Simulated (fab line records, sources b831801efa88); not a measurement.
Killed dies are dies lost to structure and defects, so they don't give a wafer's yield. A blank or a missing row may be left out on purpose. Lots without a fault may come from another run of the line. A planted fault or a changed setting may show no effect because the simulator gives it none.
Which tool did it? | flow sky130 | 12 lots, 36 wafers sampled, at 5 steps of a route of 708

WHAT THE GAUGES READ, wafer by wafer
SKY_POLY_GATE_OVL_MEAS_14.
lot  | measured     | on         | POLY_GATE_OVL (nm)
L625 | day 17 08:46 | overlay-02 | -4 -3 4
L624 | day 17 11:40 | overlay-02 | -1 2 0
L627 | day 17 12:02 | overlay-01 | 3 7 5
L631 | day 19 01:39 | overlay-01 | 5 3 -1
L633 | day 19 20:11 | overlay-02 | 12 4 3
L638 | day 21 18:36 | overlay-02 | -1 -1 -10
L640 | day 22 06:35 | overlay-02 | 2 -1 2
L643 | day 24 07:31 | overlay-01 | -4 4 0
L644 | day 24 08:50 | overlay-02 | -4 -5 -1
L645 | day 24 09:48 | overlay-02 | -7 -1 -4
L646 | day 24 09:53 | overlay-01 | 2 2 6
L647 | day 24 21:37 | overlay-01 | 0 9 3

SKY_LDD_HVP_OVL_MEAS_07.
lot  | measured     | on         | LDD_HVP_OVL (nm)
L625 | day 22 15:36 | overlay-01 | 2.3 0.9 -0.3
L624 | day 22 17:44 | overlay-02 | -1.1 0.1 0.3
L627 | day 22 18:10 | overlay-02 | -0.2 -0.1 -1.5
L631 | day 24 08:01 | overlay-01 | -0.6 -0.8 1.3
L633 | day 25 02:07 | overlay-01 | -0.7 -1.6 -0.7
L638 | day 26 22:06 | overlay-02 | -1.8 -1.6 -2.2
L640 | day 27 08:24 | overlay-02 | 1.4 -1.6 0.1
L643 | day 29 07:35 | overlay-01 | 1.9 3.4 0.3
L644 | day 29 08:34 | overlay-02 | -2.5 -1.0 0.0
L645 | day 29 08:52 | overlay-02 | -2.0 -2.3 -0.9
L646 | day 29 10:14 | overlay-02 | 0.5 1.6 0.7
L647 | day 29 21:56 | overlay-01 | 1.0 -0.4 0.2

SKY_LI_CONTACT_CD_MEAS_12: target cd 170 nm.
lot  | measured     | on        | cd_nm (nm)
L625 | day 30 04:40 | cd_sem-02 | 170.8 170.7 170.3
L624 | day 30 05:51 | cd_sem-01 | 170.2 170.8 170.7
L627 | day 30 06:18 | cd_sem-01 | 167.4 168.3 167.8
L631 | day 31 17:07 | cd_sem-01 | 172.4 170.9 170.6
L633 | day 32 09:50 | cd_sem-02 | 169.3 168.6 168.8
L638 | day 34 01:26 | cd_sem-02 | 169.3 170.5 171.3
L640 | day 34 08:05 | cd_sem-02 | 170.8 168.5 168.2
L643 | day 36 04:32 | cd_sem-01 | 167.8 169.4 168.8
L644 | day 36 06:35 | cd_sem-02 | 172.0 173.1 170.7
L645 | day 36 08:39 | cd_sem-02 | 171.7 171.4 171.8
L646 | day 36 10:04 | cd_sem-01 | 168.8 170.3 168.6
L647 | day 36 17:14 | cd_sem-02 | 169.7 169.9 169.8

WHICH TOOL RAN EACH LOT (tool, then ch and the chambers of the sampled wafers, then the start)
lot  | SKY_LDD_N_IMPLANT_08            | SKY_LDD_N_STRIP_16
L625 | implanter-01 ch 0, day 18 16:45 | plasma_asher-04 ch 0,1, day 18 17:57
L624 | implanter-04 ch 0, day 18 19:43 | plasma_asher-04 ch 0,1, day 18 20:54
L627 | implanter-01 ch 0, day 18 19:56 | plasma_asher-01 ch 0,1, day 18 21:07
L631 | implanter-04 ch 0, day 20 11:06 | plasma_asher-04 ch 0,1, day 20 12:18
L633 | implanter-02 ch 0, day 21 05:13 | plasma_asher-04 ch 0,1, day 21 06:23
L638 | implanter-01 ch 0, day 23 03:34 | plasma_asher-04 ch 0,1, day 23 04:44
L640 | implanter-01 ch 0, day 23 14:27 | plasma_asher-04 ch 0,1, day 23 15:39
L643 | implanter-04 ch 0, day 25 15:10 | plasma_asher-02 ch 0, day 25 16:22
L644 | implanter-04 ch 0, day 25 16:23 | plasma_asher-04 ch 0,1, day 25 17:34
L645 | implanter-04 ch 0, day 25 17:35 | plasma_asher-04 ch 0,1, day 25 18:46
L646 | implanter-02 ch 0, day 25 17:59 | plasma_asher-04 ch 0, day 25 19:11
L647 | implanter-02 ch 0, day 26 04:48 | plasma_asher-02 ch 0,1, day 26 06:00
- SKY_LDD_N_IMPLANT_08
- SKY_LDD_N_STRIP_16: strips in O2/N2.

WHAT THE TOOLS THEMSELVES READ (means of the sampled wafers that have a number; where no wafer has one, the mark that the record gives instead)
SKY_LDD_N_IMPLANT_08.
lot  | tool         | beam_on_s (s) | end_station_pressure_torr (Torr) | faraday_current_uA
L625 | implanter-01 | 9.94          | 5.20e-06                         | 426
L624 | implanter-04 | 10.07         | 5.68e-06                         | 418
L627 | implanter-01 | 9.89          | 5.31e-06                         | 427
L631 | implanter-04 | 10.13         | 5.40e-06                         | 417
L633 | implanter-02 | 9.89          | 5.32e-06                         | 427
L638 | implanter-01 | 12.33         | 1.11e-04                         | 345
L640 | implanter-01 | 12.58         | 1.10e-04                         | 340
L643 | implanter-04 | 9.83          | 5.30e-06                         | 429
L644 | implanter-04 | 10.03         | 5.30e-06                         | 421
L645 | implanter-04 | 9.99          | 5.32e-06                         | 423
L646 | implanter-02 | 9.99          | 5.34e-06                         | 425
L647 | implanter-02 | 10.07         | 5.05e-06                         | 420

SKY_LDD_N_STRIP_16.
lot  | tool            | drypump_motor_current_A (A) | oes_product_au (a.u.) | strip_time_to_endpoint_s (s)
L625 | plasma_asher-04 | 5.9                         | 0.406                 | 4.344
L624 | plasma_asher-04 | 6.0                         | 0.405                 | 4.321
L627 | plasma_asher-01 | 6.3                         | 0.410                 | 4.309
L631 | plasma_asher-04 | 6.0                         | 0.403                 | 4.306
L633 | plasma_asher-04 | 6.0                         | 0.403                 | 4.310
L638 | plasma_asher-04 | 6.0                         | 0.409                 | 4.379
L640 | plasma_asher-04 | 5.9                         | 0.410                 | 4.366
L643 | plasma_asher-02 | 4.9                         | 0.407                 | 4.326
L644 | plasma_asher-04 | 5.9                         | 0.405                 | 4.327
L645 | plasma_asher-04 | 5.8                         | 0.407                 | 4.320
L646 | plasma_asher-04 | 5.8                         | 0.407                 | 4.318
L647 | plasma_asher-02 | 5.4                         | 0.407                 | 4.352

THE ANSWER, worked out from the rows above alone
Rule: what is usual is taken from the lots themselves. Put in order of their means at a reading, lots are off if they are a third of the lots or fewer, leave a main group of 4 or more, and stand apart from it by a gap of 3 or more times the standard deviation of the main group's means; of several such gaps the widest counts. A main group whose means are all the same, to the digits that the tables above print for the reading, isn't used. A lot without any number at a reading at which 4 lots or more have one is off too. The other lots that the step has rows for count as sound. The gauges are gone through in route order, then the tools' own readings, and for those a lot's mean is taken as printed above. The first step at which some lot is off is used, and at that step the reading that is off furthest; a lot without a number counts as furthest.
Off: L638, L640, at SKY_LDD_N_IMPLANT_08 (end_station_pressure_torr). The main group: mean 5.32e-06 Torr, standard deviation 1.5e-07.
A tool fits if, at that step or a process step before it, it ran every lot that is off, and no sound lot after the first of them. One fits: implanter-01 at SKY_LDD_N_IMPLANT_08. Its last sound lot is L627 (day 18 19:56), its first lot that is off L638 (day 23 03:34): a fault that began between those two fits.
The tool's own readings at SKY_LDD_N_IMPLANT_08 bear it out: on the lots that are off they differ by more than 5 times the standard deviation of the sound lots' means. beam_on_s reads 12.46 s there against 9.98 s on the sound lots; end_station_pressure_torr reads 1.11e-04 Torr there against 5.32e-06 Torr on the sound lots; faraday_current_uA reads 342 there against 423 on the sound lots.

WHAT THE SIMULATOR HAD PUT IN
Process parameter drift: implanter-01, from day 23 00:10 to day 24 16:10, at SKY_LDD_N_IMPLANT_08. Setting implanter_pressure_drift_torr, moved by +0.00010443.
Process parameter drift: implanter-01, from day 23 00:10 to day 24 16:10, at SKY_LDD_N_IMPLANT_08. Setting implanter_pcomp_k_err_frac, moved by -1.
Lots struck among those shown: L638, L640. The rule above found the same.
